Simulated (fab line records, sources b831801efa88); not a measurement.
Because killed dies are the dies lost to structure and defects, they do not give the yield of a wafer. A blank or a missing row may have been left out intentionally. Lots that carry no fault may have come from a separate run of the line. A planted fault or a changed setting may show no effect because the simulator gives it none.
Struck lot and sound lot, side by side + flow sky130 + 14 out of 708 route steps
Sound: these wafers, L549.1, L549.3, L549.6. Struck: wafers L560.2, L560.4, L560.6. The cause is named last.
At each step with rows: each side's tool, then ch and its chambers, then its first start. Under that, the readings that differ: sound wafers + struck wafers + difference of the means + sigmas: that difference in standard deviations of wafers without a fault.
alike: readings with means less than 2 such deviations apart, plus words and numbers identical on both sides. not compared: withheld readings, readings lacking a value on some wafer, bounds such as >300 that could conceal the same value, and numbers that have no deviation in the record and whose values overlap.
The two part at a step that has a row with sigmas, a row that says differs or no value, or rows on one side only. When numbers do not overlap yet have no deviation, they are printed without sigmas and do not part them. A reading missing from all wafers of one side parts the sides only when that side holds two or more wafers.

SKY_POLY_GATE_THK_MEAS_01:
  sound on film_metro-01 at day 16 01:18; struck on film_metro-02 at day 19 14:55
  alike: POLY_GATE_CVD_00_THK
then, 8 steps without rows for these wafers: SKY_RES_PROTECT_DEHYDRATE_00 (time 60 s); SKY_RES_PROTECT_HMDS_01 (prime time 60 s); SKY_RES_PROTECT_COAT_02 (resist thk 1140 nm); SKY_RES_PROTECT_SOFTBAKE_03 (time 60 s); SKY_RES_PROTECT_EXPOSE_04 (exposes mask RPM, target cd 1270 nm); SKY_RES_PROTECT_PEB_05; SKY_RES_PROTECT_DEVELOP_06 (develop time 60 s); SKY_POLY_GATE_IMPLANT_02.
SKY_RES_PROTECT_STRIP_07: strips in O2/N2.
  sound on plasma_asher-01 ch 0,1, day 17 06:10; struck on plasma_asher-04 ch 0,1, day 20 21:54
  alike: drypump_motor_current_A, oes_product_au, strip_time_to_endpoint_s
  not compared: rf_hours_counter_h
SKY_RES_PROTECT_TW_MEAS_08:
  sound on film_metro-01 at day 17 06:16; struck on film_metro-01 at day 20 22:01
  alike: POLY_GATE_TW
then, 1 step without rows for these wafers: SKY_RES_PROTECT_CLEAN_09 (cleans in SC1/SC2, time 150 s).
SKY_POLY_GATE_CVD_03: deposits Si3N4 from DCS/NH3, target thk 75 nm, time 1290 s.
  sound on lpcvd-02 ch 1, day 17 06:50; struck on lpcvd-02 ch 0, day 20 22:46
  no value came back on the struck wafers for any of 5 readings (pressure_mtorr (mTorr), spike_tc_bottom_C (C) and others); on the sound wafers pressure_mtorr (mTorr) reads 250.2 250.2 249.7
SKY_PAD_OPEN_PROBE_99:
  sound wafers here have rows in the record (prober-01, day 47 06:37); struck ones have none

== WHERE THEY PART ==
First at SKY_POLY_GATE_CVD_03; last, within this record, at SKY_PAD_OPEN_PROBE_99.

WHY: what had been put in by the simulator
Entire step skipped (lpcvd-02, SKY_POLY_GATE_CVD_03), from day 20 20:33 onward. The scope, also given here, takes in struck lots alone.
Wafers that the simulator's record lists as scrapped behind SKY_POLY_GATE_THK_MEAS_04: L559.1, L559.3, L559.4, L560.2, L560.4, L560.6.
